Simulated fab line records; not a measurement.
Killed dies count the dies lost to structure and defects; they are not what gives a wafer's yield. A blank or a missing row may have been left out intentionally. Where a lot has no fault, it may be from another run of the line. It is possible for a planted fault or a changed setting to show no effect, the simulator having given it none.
Matching of chambers	flow gf180mcu	3 sister chambers for GF_PASSIVATION_CVD_00 on pecvd-03
The step deposits SiO2 from TEOS, target thk 1000 nm, time 111.95 s. 3 wafers are shown with their chamber, then 7 later ones without.

EACH WAFER AND ITS CHAMBER
wafer	chamber	susceptor temp C (C)
L769.6	1	399.63
L770.1	0	400.01
L770.3	2	400.02

WAFERS WITHOUT THEIR CHAMBER
wafer	susceptor temp C (C)
L770.5	400.09
L772.2	399.96
L772.3	400.17
L772.5	399.87
L773.1	400.57
L773.3	399.94
L773.5	400.07

THE CHAMBER EACH PASSED THROUGH
wafer	from the rows above	in truth
L770.5	can't be placed: 2 or 0 or 1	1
L772.2	can't be placed: 0 or 2 or 1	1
L772.3	can't be placed: 2 or 0 or 1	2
L772.5	can't be placed: 0 or 2 or 1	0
L773.1	can't be placed: 2 or 0 or 1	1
L773.3	can't be placed: 0 or 2 or 1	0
L773.5	can't be placed: 2 or 0 or 1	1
0 of 7 placed correctly. These rows do not allow placing 7 (true chamber among the candidates in 7). Number placed wrongly: 0.
How it was worked out, from the rows above alone: a wafer's distance from a chamber is the root of the sum, over the readings, of the square of ((its reading less the chamber's mean) divided by the reading's scatter). The wafer belongs to the nearest chamber; if the next one is less than 2 further off, it can't be placed. The mean given for a chamber averages the wafers shown for that chamber. The scatter: with one shown wafer a chamber, the root of the mean of the squares of how far each hidden wafer lies from its nearest shown one.
